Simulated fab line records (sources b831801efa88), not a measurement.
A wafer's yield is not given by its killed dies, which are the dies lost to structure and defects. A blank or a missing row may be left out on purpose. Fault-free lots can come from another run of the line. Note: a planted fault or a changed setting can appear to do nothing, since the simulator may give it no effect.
fab line records	flow sky130
record: lots: 6	wafers: 18	lastDay: 50
route steps=708 shown GATE_OXIDE@188 POLY_GATE@204 RES_PROTECT@206 PAD_OPEN@708
lots that met no fault: taken from a fault-free run of the same line
startH: the number of hours between the record's first day and the start of the first shown wafer of the lot	waitH: hours from the lot's prior step to this one	" repeats the value in the row above	L1.1+2: a row that stands for several wafers	- either no value or no given start	* or withheld: withheld	< > ~ a bound
route shown NAME@n: a module of which the file shows steps, and the number in the route of the first	usual: average and standard deviation across the fault-free wafers	same: alike in all rows	chamber/n: place in a boat	sites: per-site readings	_std_site: standard deviation across them	_edge_site: the outer-site mean with the inner-site mean subtracted	radiusMm: for every site, how far away it sits from the centre of the wafer	mask NAME#n: copy n	behind: the last tool/chamber to shape the wafer	hold: why the lot went on hold/how many hours it stayed there/how the hold came to an end	device: whichever transistor did not switch (one of n, p or np)	end of line: the route-end tests of the same wafers	step lacking rows: just its recipe	killed: count of dies lost to structure and defects at first sort (not the wafer's yield)	map: dies across one wafer; x = killed, . = not, _ = none there
set.NAME: the setting as run; set.NAME@STEP: as run at that earlier step	model.NAME: the simulator's own value behind a step, which no gauge read
lots at selected steps of the route; one table per step, one row per wafer
services: a tool's chamber out of use, with start hour (startH, from the record's first day; less than 0 if before it), hours out, and reason
== steps ==
step: SKY_GATE_OXIDE_OXIDATION_01
recipe: tempC: 900	ambient: O2	stabiliseS: 600	purgeS: 300	targetThkA: 102.68	oxTimeS: 1473
step: SKY_GATE_OXIDE_THK_MEAS_02
recipe: reads: SiO2_of_GATE_OXIDE_OXIDATION_01
usual: GATE_OXIDE_OXIDATION_00_THK: 10.21/0.16
lot.wafer	tool	chamber	startH	waitH	GATE_OXIDE_OXIDATION_00_THK[nm]
L862.2	filmMetro-03	-	283.05	0.0	9.99
L862.3	"	-	"	"	10.21
L862.5	"	-	"	"	10.21
L873.2	filmMetro-04	-	374.73	0.0	10.18
L873.4	"	-	"	"	10.12
L873.6	"	-	"	"	10.09
L874.1	filmMetro-03	-	384.59	0.0	10.59
L874.2	"	-	"	"	10.49
L874.6	"	-	"	"	10.65
L876.4	filmMetro-03	-	394.24	0.0	10.29
L876.5	"	-	"	"	10.18
L876.6	"	-	"	"	10.15
L880.1	filmMetro-03	-	433.33	0.0	9.90
L880.2	"	-	"	"	10.12
L880.3	"	-	"	"	10.21
L883.1	filmMetro-04	-	459.23	0.0	10.32
L883.3	"	-	"	"	10.41
L883.6	"	-	"	"	10.35
step: SKY_GATE_OXIDE_DEHYDRATE_03
recipe: tempC: 200	timeS: 60
step: SKY_GATE_OXIDE_HMDS_04
recipe: primeTimeS: 60	primeTempC: 120
step: SKY_GATE_OXIDE_COAT_05
recipe: resist: NOVOLAK	spinRpm: 3000	resistThkNm: 1140
step: SKY_GATE_OXIDE_SOFTBAKE_06
recipe: tempC: 90	timeS: 60	resist: NOVOLAK
step: SKY_GATE_OXIDE_EXPOSE_07
recipe: maskId: LVOM	na: 0.6	sourceShape: conventional	sigmaOuter: 0.6	polarization: unpolarized	targetCdNm: 600	doseMj: 170
step: SKY_GATE_OXIDE_PEB_08
recipe: tempC: withheld	timeS: *	resist: NOVOLAK
step: SKY_GATE_OXIDE_DEVELOP_09
recipe: resist: NOVOLAK	developer: TMAH	developTimeS: 60	devTempC: 23
step: SKY_GATE_OXIDE_OVL_MEAS_10
usual: GATE_OXIDE_OVL: -0.5/1.2
lot.wafer	tool	chamber	startH	waitH	GATE_OXIDE_OVL[nm]
L862.2	overlay-02	-	308.53	0.1	-1.2
L862.3	"	-	"	"	-0.3
L862.5	"	-	"	"	-1.3
L873.2	overlay-01	-	402.98	0.1	-0.5
L873.4	"	-	"	"	-1.5
L873.6	"	-	"	"	-1.7
L874.1	overlay-01	-	413.75	0.1	-1.2
L874.2	"	-	"	"	-0.1
L874.6	"	-	"	"	-0.7
L876.4	overlay-02	-	423.74	0.1	-0.5
L876.5	"	-	"	"	-0.6
L876.6	"	-	"	"	1.0
L880.1	overlay-01	-	463.48	0.1	-0.4
L880.2	"	-	"	"	-0.3
L880.3	"	-	"	"	1.0
L883.1	overlay-02	-	489.18	0.1	-1.8
L883.3	"	-	"	"	0.1
L883.6	"	-	"	"	-1.1
step: SKY_GATE_OXIDE_IMPLANT_11
recipe: species: B	energyKev: 10	doseCm2: 2.6e+12	tiltDeg: withheld
step: SKY_GATE_OXIDE_WET_ETCH_12
recipe: chemistry: dHF	targetDepthNm: 16.8	dry: n2Spin	target: SiO2	dilution: 100:1	tempC: 25	timeS: 336
step: SKY_GATE_OXIDE_STRIP_13
recipe: chemistry: O2/N2	powerW: 1400	pressureMtorr: 1500	platenTempC: withheld	o2FlowSccm: 3000	n2FlowSccm: 300	overashFraction: 0.5
usual: drypumpMotorCurrentA: 5.6/0.34	oesProductAu: 0.716/0.0048	stripTimeToEndpointS: 14.18/0.038
lot.wafer	tool	chamber	startH	waitH	drypumpMotorCurrentA	oesProductAu	rfHoursCounterH	stripTimeToEndpointS
L862.2	plasmaAsher-04	1	308.94	0.0	5.6	0.717	63	14.11
L862.3	"	1	"	"	5.6	0.710	-	14.12
L862.5	"	1	"	"	5.6	0.708	-	14.14
L873.2	plasmaAsher-02	0	403.26	0.0	4.8	0.705	70	14.17
L873.4	"	1	"	"	5.7	0.716	-	14.17
L873.6	"	0	"	"	4.9	0.715	-	14.19
L874.1	plasmaAsher-02	0	414.04	0.0	4.9	0.714	71	14.18
L874.2	"	1	"	"	5.7	0.712	71	14.15
L874.6	"	1	"	"	5.7	0.717	-	14.19
L876.4	plasmaAsher-04	1	424.05	0.0	5.6	0.719	-	14.17
L876.5	"	0	"	"	5.4	0.715	-	14.18
L876.6	"	1	"	"	5.6	0.714	-	14.20
L880.1	plasmaAsher-03	0	463.76	0.0	6.0	0.713	31	14.20
L880.2	"	1	"	"	5.7	0.717	31	14.23
L880.3	"	1	"	"	5.7	0.716	-	14.17
L883.1	plasmaAsher-02	0	489.46	0.0	4.9	0.719	6	14.20
L883.3	"	0	"	"	4.8	0.725	-	14.23
L883.6	"	1	"	"	5.7	0.721	-	14.24
step: SKY_GATE_OXIDE_TW_MEAS_14
usual: GATE_OXIDE_TW: 223.7/1.5
lot.wafer	tool	chamber	startH	waitH	GATE_OXIDE_TW
L862.2	filmMetro-02	-	309.05	0.1	222.9
L862.3	"	-	"	"	222.7
L862.5	"	-	"	"	222.1
L873.2	filmMetro-04	-	403.37	0.1	225.6
L873.4	"	-	"	"	225.7
L873.6	"	-	"	"	227.0
L874.1	filmMetro-04	-	414.14	0.1	226.3
L874.2	"	-	"	"	225.1
L874.6	"	-	"	"	226.7
L876.4	filmMetro-04	-	424.14	0.1	225.4
L876.5	"	-	"	"	227.2
L876.6	"	-	"	"	224.8
L880.1	filmMetro-03	-	463.86	0.1	222.7
L880.2	"	-	"	"	222.2
L880.3	"	-	"	"	224.3
L883.1	filmMetro-02	-	489.56	0.1	223.7
L883.3	"	-	"	"	224.3
L883.6	"	-	"	"	223.7
step: SKY_GATE_OXIDE_CLEAN_15
recipe: chemistry: SC1/SC2	mix: 1:4:20	tempC: 70	timeS: 150	dry: n2Spin
step: SKY_GATE_OXIDE_OXIDATION_16
recipe: tempC: 800	ambient: O2	idleTempC: 700	rampUpCPerMin: 10	rampDownCPerMin: 3	stabiliseS: 600	purgeS: 300	targetThkA: 35.7	oxTimeS: 1915
step: SKY_POLY_GATE_CVD_00
recipe: material: poly-Si	targetThkNm: 180	tempC: 620	timeS: 720	pressureMtorr: 200
step: SKY_POLY_GATE_THK_MEAS_01
recipe: reads: poly-Si_of_POLY_GATE_CVD_00
usual: POLY_GATE_CVD_00_THK: 180.4/1.6
lot.wafer	tool	chamber	startH	waitH	POLY_GATE_CVD_00_THK[nm]
L862.2	filmMetro-04	-	311.96	0.0	181.8
L862.3	"	-	"	"	182.2
L862.5	"	-	"	"	182.1
L873.2	filmMetro-03	-	407.83	0.0	178.9
L873.4	"	-	"	"	178.2
L873.6	"	-	"	"	178.6
L874.1	filmMetro-04	-	417.22	0.0	178.8
L874.2	"	-	"	"	178.5
L874.6	"	-	"	"	177.8
L876.4	filmMetro-04	-	427.89	0.0	180.7
L876.5	"	-	"	"	180.6
L876.6	"	-	"	"	180.8
L880.1	filmMetro-03	-	466.71	0.0	180.4
L880.2	"	-	"	"	180.5
L880.3	"	-	"	"	181.0
L883.1	filmMetro-04	-	505.80	0.0	180.5
L883.3	"	-	"	"	179.8
L883.6	"	-	"	"	180.8
step: SKY_RES_PROTECT_DEHYDRATE_00
recipe: tempC: 200	timeS: 60
step: SKY_RES_PROTECT_HMDS_01
recipe: primeTimeS: 60	primeTempC: 120
step: SKY_RES_PROTECT_COAT_02
recipe: resist: NOVOLAK	spinRpm: 3000	resistThkNm: 1140
step: SKY_RES_PROTECT_SOFTBAKE_03
recipe: tempC: 90	timeS: 60	resist: NOVOLAK
step: SKY_RES_PROTECT_EXPOSE_04
recipe: maskId: RPM	na: 0.6	sourceShape: conventional	sigmaOuter: 0.6	polarization: unpolarized	targetCdNm: 1270	doseMj: 131
step: SKY_RES_PROTECT_PEB_05
recipe: tempC: withheld	timeS: *	resist: NOVOLAK
step: SKY_RES_PROTECT_DEVELOP_06
recipe: resist: NOVOLAK	developer: TMAH	developTimeS: 60	devTempC: 23
step: SKY_POLY_GATE_IMPLANT_02
recipe: species: P	energyKev: 30	doseCm2: 7.7e+15	tiltDeg: 0
step: SKY_RES_PROTECT_STRIP_07
recipe: chemistry: O2/N2	powerW: 1400	pressureMtorr: 1500	platenTempC: withheld	o2FlowSccm: 3000	n2FlowSccm: 300	overashFraction: 0.5
usual: drypumpMotorCurrentA: 5.8/0.51	oesProductAu: 0.517/0.0045	stripTimeToEndpointS: 23.30/0.036
lot.wafer	tool	chamber	startH	waitH	drypumpMotorCurrentA	oesProductAu	rfHoursCounterH	stripTimeToEndpointS
L862.2	plasmaAsher-02	1	338.35	0.1	5.7	0.513	63	23.31
L862.3	"	0	"	"	4.9	0.518	-	23.33
L862.5	"	0	"	"	4.9	0.523	-	23.28
L873.2	plasmaAsher-02	0	438.24	0.1	4.9	0.515	1	23.29
L873.4	"	1	"	"	5.7	0.512	-	23.26
L873.6	"	0	"	"	4.9	0.512	-	23.27
L874.1	plasmaAsher-01	1	447.59	0.1	6.3	0.516	66	23.31
L874.2	"	0	"	"	6.1	0.515	66	23.31
L874.6	"	1	"	"	6.3	0.509	-	23.32
L876.4	plasmaAsher-01	0	458.52	0.1	6.2	0.516	-	23.30
L876.5	"	0	"	"	6.2	0.521	-	23.30
L876.6	"	1	"	"	6.4	0.512	-	23.30
L880.1	plasmaAsher-01	0	496.55	0.1	6.1	0.517	71	23.34
L880.2	"	1	"	"	6.4	0.519	71	23.32
L880.3	"	1	"	"	6.4	0.517	-	23.34
L883.1	plasmaAsher-02	0	535.71	0.1	4.9	0.524	11	23.25
L883.3	"	1	"	"	5.7	0.516	-	23.29
L883.6	"	0	"	"	4.9	0.516	-	23.21
step: SKY_RES_PROTECT_TW_MEAS_08
usual: POLY_GATE_TW: 4049/33
lot.wafer	tool	chamber	startH	waitH	POLY_GATE_TW
L862.2	filmMetro-02	-	338.46	0.1	4050
L862.3	"	-	"	"	4034
L862.5	"	-	"	"	4040
L873.2	filmMetro-02	-	438.35	0.1	4023
L873.4	"	-	"	"	4002
L873.6	"	-	"	"	4025
L874.1	filmMetro-01	-	447.69	0.1	4114
L874.2	"	-	"	"	4084
L874.6	"	-	"	"	4099
L876.4	filmMetro-02	-	458.62	0.1	4016
L876.5	"	-	"	"	4067
L876.6	"	-	"	"	4037
L880.1	filmMetro-02	-	496.65	0.1	4015
L880.2	"	-	"	"	4004
L880.3	"	-	"	"	4014
L883.1	filmMetro-01	-	535.81	0.1	4064
L883.3	"	-	"	"	4062
L883.6	"	-	"	"	4065
step: SKY_RES_PROTECT_CLEAN_09
recipe: chemistry: SC1/SC2	mix: 1:4:20	tempC: 70	timeS: 150	dry: n2Spin
step: SKY_POLY_GATE_CVD_03
recipe: material: Si3N4	precursor: DCS/NH3	targetThkNm: 75	tempC: 770	timeS: 1290	pressureMtorr: 250
step: SKY_POLY_GATE_THK_MEAS_04
recipe: reads: Si3N4_of_POLY_GATE_CVD_03
usual: POLY_GATE_CVD_03_THK: 75.0/0.8
lot.wafer	tool	chamber	startH	waitH	POLY_GATE_CVD_03_THK[nm]
L862.2	filmMetro-01	-	339.93	0.0	75.4
L862.3	"	-	"	"	75.6
L862.5	"	-	"	"	75.2
L873.2	filmMetro-03	-	439.82	0.0	76.0
L873.4	"	-	"	"	75.2
L873.6	"	-	"	"	75.4
L874.1	filmMetro-04	-	449.16	0.0	74.8
L874.2	"	-	"	"	74.2
L874.6	"	-	"	"	74.4
L876.4	filmMetro-04	-	460.09	0.0	75.8
L876.5	"	-	"	"	75.9
L876.6	"	-	"	"	75.7
L880.1	filmMetro-03	-	498.13	0.0	75.4
L880.2	"	-	"	"	75.3
L880.3	"	-	"	"	75.1
L883.1	filmMetro-04	-	537.27	0.0	74.8
L883.3	"	-	"	"	75.7
L883.6	"	-	"	"	75.8
step: SKY_POLY_GATE_DEHYDRATE_05
recipe: tempC: 200	timeS: 60
step: SKY_POLY_GATE_HMDS_06
recipe: primeTimeS: 60	primeTempC: 120
step: SKY_POLY_GATE_COAT_07
recipe: resist: BARC	tempC: withheld	timeS: withheld	spinRpm: 3000	resistThkNm: 110
step: SKY_POLY_GATE_COAT_08
recipe: resist: KrF-thick	spinRpm: 3000	resistThkNm: 450
step: SKY_POLY_GATE_SOFTBAKE_09
recipe: tempC: 100	timeS: 90	resist: KrF-thick
step: SKY_POLY_GATE_EXPOSE_10
recipe: maskId: P1M	na: 0.68	sourceShape: conventional	sigmaOuter: 0.6	targetCdNm: 150	doseMj: 28
step: SKY_POLY_GATE_PEB_11
recipe: pebTempC: withheld	pebTimeS: withheld	resist: KrF-thick
step: SKY_POLY_GATE_DEVELOP_12
recipe: developTimeS: 60	resist: KrF-thick	devTempC: 21
step: SKY_POLY_GATE_CD_MEAS_13
recipe: targetCdNm: 150
usual: cdNm: 149.5/1.5
lot.wafer	tool	chamber	startH	waitH	cdNm
L862.2	cdSem-02	-	368.14	-	148.2
L862.3	"	-	"	"	148.1
L862.5	"	-	"	"	148.2
L873.2	cdSem-01	-	470.15	-	151.3
L873.4	"	-	"	"	151.6
L873.6	"	-	"	"	150.9
L874.1	cdSem-01	-	479.91	-	150.4
L874.2	"	-	"	"	149.4
L874.6	"	-	"	"	149.5
L876.4	cdSem-02	-	490.19	-	150.2
L876.5	"	-	"	"	149.7
L876.6	"	-	"	"	149.1
L880.1	cdSem-02	-	528.08	-	147.9
L880.2	"	-	"	"	149.9
L880.3	"	-	"	"	149.0
L883.1	cdSem-01	-	567.31	-	147.8
L883.3	"	-	"	"	148.1
L883.6	"	-	"	"	146.9
step: SKY_POLY_GATE_OVL_MEAS_14
usual: POLY_GATE_OVL: -1/4.3
lot.wafer	tool	chamber	startH	waitH	POLY_GATE_OVL[nm]
L862.2	overlay-01	-	368.24	0.1	8
L862.3	"	-	"	"	-2
L862.5	"	-	"	"	4
L873.2	overlay-02	-	470.25	0.1	3
L873.4	"	-	"	"	4
L873.6	"	-	"	"	-6
L874.1	overlay-02	-	480.03	0.1	5
L874.2	"	-	"	"	4
L874.6	"	-	"	"	-1
L876.4	overlay-02	-	490.26	0.1	-2
L876.5	"	-	"	"	-1
L876.6	"	-	"	"	1
L880.1	overlay-01	-	528.20	0.1	-5
L880.2	"	-	"	"	-4
L880.3	"	-	"	"	3
L883.1	overlay-01	-	567.43	0.1	1
L883.3	"	-	"	"	1
L883.6	"	-	"	"	-7
step: SKY_POLY_GATE_ETCH_15
recipe: chemistry: N2/H2	target: BARC	ionEnergyEv: 200	sourceW: 500	biasW: 100	pressureMtorr: 30	n2FlowSccm: 100	h2FlowSccm: 200	stopOn: SiO2	timeS: 118.5	targetDepthA: 1100
usual: drypumpMotorCurrentA: 5.7/0.48	h2FlowSccm: 199.9/0.6	oesProductAu: 0.717/0.0047	throttleValvePct: 13.213/0.0097
lot.wafer	tool	chamber	startH	waitH	drypumpMotorCurrentA	h2FlowSccm	oesProductAu	rfHoursCounterH	throttleValvePct
L862.2	rieDiel-01	3	368.27	0.0	5.5	200.5	0.719	113	13.210
L862.3	"	1	"	"	4.9	199.7	0.713	6	13.206
L862.5	"	0	"	"	5.6	199.5	0.720	-	13.218
L873.2	rieDiel-03	2	470.28	0.0	5.9	200.1	0.715	34	13.203
L873.4	"	0	"	"	6.2	199.8	0.714	6	13.197
L873.6	"	1	"	"	6.6	200.1	0.714	-	13.203
L874.1	rieDiel-01	0	480.06	0.0	5.6	200.1	0.723	5	13.203
L874.2	"	1	"	"	4.9	200.9	0.711	8	13.221
L874.6	"	2	"	"	5.6	199.9	0.708	-	13.216
L876.4	rieDiel-03	2	490.32	0.1	5.9	200.4	0.713	-	13.224
L876.5	"	1	"	"	6.6	200.7	0.719	-	13.211
L876.6	"	3	"	"	6.0	200.2	0.721	-	13.204
L880.1	rieDiel-03	2	528.23	0.0	5.9	199.2	0.722	36	13.217
L880.2	"	1	"	"	6.6	199.8	0.720	55	13.232
L880.3	"	0	"	"	6.2	199.6	0.720	6	13.190
L883.1	rieDiel-04	2	567.46	0.0	6.1	199.9	0.723	42	13.214
L883.3	"	0	"	"	5.5	200.7	0.719	1	13.217
L883.6	"	1	"	"	5.1	200.0	0.720	-	13.211
step: SKY_PAD_OPEN_PROBE_99
usual: killed_at_M0_to_M3: 42/7.4	killed_at_M4_up: 3.3/2.1	killedAtContacts: 24/5.3	killedAtFrontEnd: 15/4.5	killedAtOther: 0.3/0.57	killedDies: 84/10	killedOpen: 46/7.5	killedShort: 38/6.4
same: grossDies: 492	killedAtBackSide: 0
lot.wafer	tool	chamber	startH	waitH	killed_at_M0_to_M3	killed_at_M4_up	killedAtContacts	killedAtFrontEnd	killedAtOther	killedDies	killedOpen	killedShort
L873.2	prober-01	-	1142.46	0.1	37	7	33	81	0	158	61	35
L873.4	prober-01	-	1142.56	0.2	40	4	16	68	0	128	38	27
L873.6	prober-01	-	1142.66	0.2	47	1	19	76	0	143	45	36
L874.1	prober-02	-	1147.41	0.1	43	0	18	69	0	130	37	32
L874.2	prober-02	-	1147.46	0.1	44	3	10	68	1	126	24	40
L874.6	prober-02	-	1147.66	0.2	40	4	20	89	0	153	38	45
L876.4	prober-01	-	1155.21	0.2	38	5	27	13	0	83	40	43
L876.5	prober-01	-	1155.26	0.2	50	2	24	8	1	85	51	33
L876.6	prober-01	-	1155.31	0.2	38	2	25	18	0	83	42	41
L880.1	prober-01	-	1174.56	0.1	32	2	29	19	1	83	45	38
L880.2	prober-01	-	1174.61	0.1	42	3	23	9	1	78	44	34
L880.3	prober-01	-	1174.66	0.2	39	2	13	11	0	65	33	32
killed by level:class
L873.2 GATE_OXIDE:unspecified=62 CONTACT:geometricParticle:open=13 LI_CONTACT:geometricParticle:open=11 VIA1:geometricParticle:open=10 VIA3:geometricParticle:open=8 LOCAL_INTERCONNECT:geometricParticle:short=5 METAL4:geometricParticle:short=5 FIELD_ISO:geometricParticle:open=4
L873.4 GATE_OXIDE:unspecified=63 VIA1:geometricParticle:open=13 VIA2:geometricParticle:short=8 LI_CONTACT:geometricParticle:open=7 CONTACT:geometricParticle:open=5 METAL2:geometricParticle:short=4 VIA2:geometricParticle:open=4 VIA3:geometricParticle:open=4
L873.6 GATE_OXIDE:unspecified=62 VIA1:geometricParticle:open=13 CONTACT:geometricParticle:open=8 VIA3:geometricParticle:open=6 VIA3:geometricParticle:short=6 METAL1:geometricParticle:short=5 POLY_GATE:geometricParticle:open=4 LOCAL_INTERCONNECT:geometricParticle:short=4
L874.1 GATE_OXIDE:unspecified=61 VIA1:geometricParticle:open=11 CONTACT:geometricParticle:open=7 METAL1:geometricParticle:short=7 VIA2:geometricParticle:open=7 METAL2:geometricParticle:short=6 POLY_GATE:geometricParticle:short=5 LI_CONTACT:geometricParticle:open=4
L874.2 GATE_OXIDE:unspecified=62 VIA1:geometricParticle:open=10 VIA2:geometricParticle:open=6 METAL1:geometricParticle:short=6 CONTACT:geometricParticle:short=5 VIA2:geometricParticle:short=5 VIA1:geometricParticle:short=4 VIA3:geometricParticle:short=4
L874.6 GATE_OXIDE:unspecified=70 LI_CONTACT:geometricParticle:open=7 VIA1:geometricParticle:open=7 FIELD_ISO:geometricParticle:short=6 METAL2:geometricParticle:short=6 METAL1:geometricParticle:short=6 POLY_GATE:geometricParticle:short=5 CONTACT:geometricParticle:open=5
L876.4 CONTACT:geometricParticle:open=11 VIA1:geometricParticle:short=6 CONTACT:geometricParticle:short=5 VIA3:geometricParticle:open=5 VIA1:geometricParticle:open=5 LI_CONTACT:geometricParticle:short=4 METAL1:geometricParticle:short=4 METAL2:geometricParticle:short=4
L876.5 VIA1:geometricParticle:open=11 CONTACT:geometricParticle:open=9 LI_CONTACT:geometricParticle:open=8 METAL2:geometricParticle:short=8 VIA3:geometricParticle:open=6 VIA2:geometricParticle:short=6 VIA2:geometricParticle:open=6 POLY_GATE:geometricParticle:short=3
L876.6 VIA1:geometricParticle:open=10 CONTACT:geometricParticle:open=9 METAL2:geometricParticle:short=7 CONTACT:geometricParticle:short=6 LI_CONTACT:geometricParticle:open=5 POLY_GATE:geometricParticle:short=5 POLY_GATE:geometricParticle:open=4 VIA2:geometricParticle:short=4
L880.1 CONTACT:geometricParticle:open=15 VIA1:geometricParticle:open=12 FIELD_ISO:geometricParticle:open=6 FIELD_ISO:geometricParticle:short=6 LI_CONTACT:geometricParticle:short=5 CONTACT:geometricParticle:short=5 POLY_GATE:geometricParticle:short=4 VIA2:geometricParticle:open=4
L880.2 VIA1:geometricParticle:open=11 VIA2:geometricParticle:open=8 CONTACT:geometricParticle:open=7 LI_CONTACT:geometricParticle:open=6 METAL2:geometricParticle:short=5 VIA3:geometricParticle:open=5 CONTACT:geometricParticle:short=4 METAL1:geometricParticle:short=4
L880.3 VIA1:geometricParticle:short=10 VIA1:geometricParticle:open=7 CONTACT:geometricParticle:open=6 FIELD_ISO:geometricParticle:short=5 VIA3:geometricParticle:open=5 VIA2:geometricParticle:open=4 METAL3:geometricParticle:short=3 FIELD_ISO:geometricParticle:open=2
map L873.2 (x killed, . not)
__________.x.xx....._________
________..........x..._______
______.x..xx.....xx...x._____
_____x.x.xx..x..x....x...____
____x.........x........x.x___
___...x......x....x.xxxxxx.__
__x......x...x.....xxxxxxx.._
_..x..xx........x.xxxxxxxxxx.
_..xx...x..xx...xxxxxxxxxxx..
_x...xx.x.........xxxxxxxx...
_....x......x....xxxxxxxxxxxx
_...x.x..........xxxxxxxxx...
_.....x.....x.x.x.x..xx......
_x.x...x...x.......xxxx......
_..........x..xxx..xx.x......
__...x.x.x.........xx...x..._
___x..................x....__
____....x..x..x........x..___
_____.x.x.....x..x...x.x.____
______.....x......x..x.._____
________......x....xxx_______
__________x.xxx....._________
map L874.6 (x killed, . not)
__________.....x...._________
________.........xx..._______
______xx.........x.x.x.._____
_____........xx......x...____
____x..x.x................___
___...x..x........x.x......__
__......x...x..x.x..x......x_
_..x.............x..........x
_......x.........xx..........
_............x..xx.........x.
_.x.x..x.x.x.x.....xx....x...
_..x..xx......xx..x.x..x.....
_....x.x.x..xxxxxxx..........
_........xx.xxxxxxxxxx..x.x..
_..x.x..xx.xxxxxxxxx..xxx....
__.x..x.xxxxxxxxxxxx.....xxx_
___...x..xxxxxxxxxxx.......__
____xxx...xxxxxxxxxx....x.___
_____..x.....xxxxx.x.x...____
______x..x.xxx..x.....xx_____
________...x.....x...._______
__________x........._________
== services ==
tool	chamber	startH	hours	kind
plasmaAsher-03	-	320.86	18.4	repair
rieDiel-01	3	341.99	17.0	repair
rieDiel-03	1	345.12	7.7	repair
plasmaAsher-01	-	347.46	2.8	pm
plasmaAsher-03	-	355.12	1.9	repair
rieDiel-03	0	358.38	1.8	repair
plasmaAsher-03	-	361.20	9.1	repair
plasmaAsher-03	-	364.92	0.4	repair
rieDiel-03	0	377.19	3.8	repair
rieDiel-03	2	388.32	4.1	repair
rieDiel-04	2	391.33	5.8	repair
rieDiel-03	0	413.58	32.4	repair
plasmaAsher-02	-	421.25	9.0	pm
plasmaAsher-04	-	446.86	8.8	repair
rieDiel-01	1	450.70	10.2	repair
rieDiel-01	3	459.61	6.3	repair
plasmaAsher-04	-	471.02	2.8	pm
plasmaAsher-02	-	472.08	0.8	repair
rieDiel-03	1	472.09	1.6	repair
rieDiel-01	3	479.71	2.6	repair
rieDiel-03	0	480.51	13.4	repair
rieDiel-03	-	517.06	0.7	repair
plasmaAsher-02	-	519.19	0.8	repair
rieDiel-03	3	563.25	16.1	repair
== key ==
firstSign: step: SKY_PAD_OPEN_PROBE_99	reading: killedAtFrontEnd	direction: up	sigmas: 14	usual: 15	struck: 75
effect: step: SKY_PAD_OPEN_PROBE_99	reading: killedDies	direction: up	sigmas: 5.5	usual: 84	struck: 140
metAt SKY_GATE_OXIDE_STRIP_13
struckWafers L873.2,L873.4,L873.6,L874.1,L874.2,L874.6
testerLeftOut L873,L874
fault: kind: chamberParticleSource	tool: plasmaAsher-02	chamber: -	onsetH: 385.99	steps: SKY_GATE_OXIDE_STRIP_13	ratePerVisitCm2: 1.5604	endH: 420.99
testerLeftOut: of these lots the tester's yield and bins aren't shown, on N5 and GAA mostly nor the transistor test; their killed dies are dies lost to structure and defects alone, not to doping, threshold or leakage, so they don't give the yield
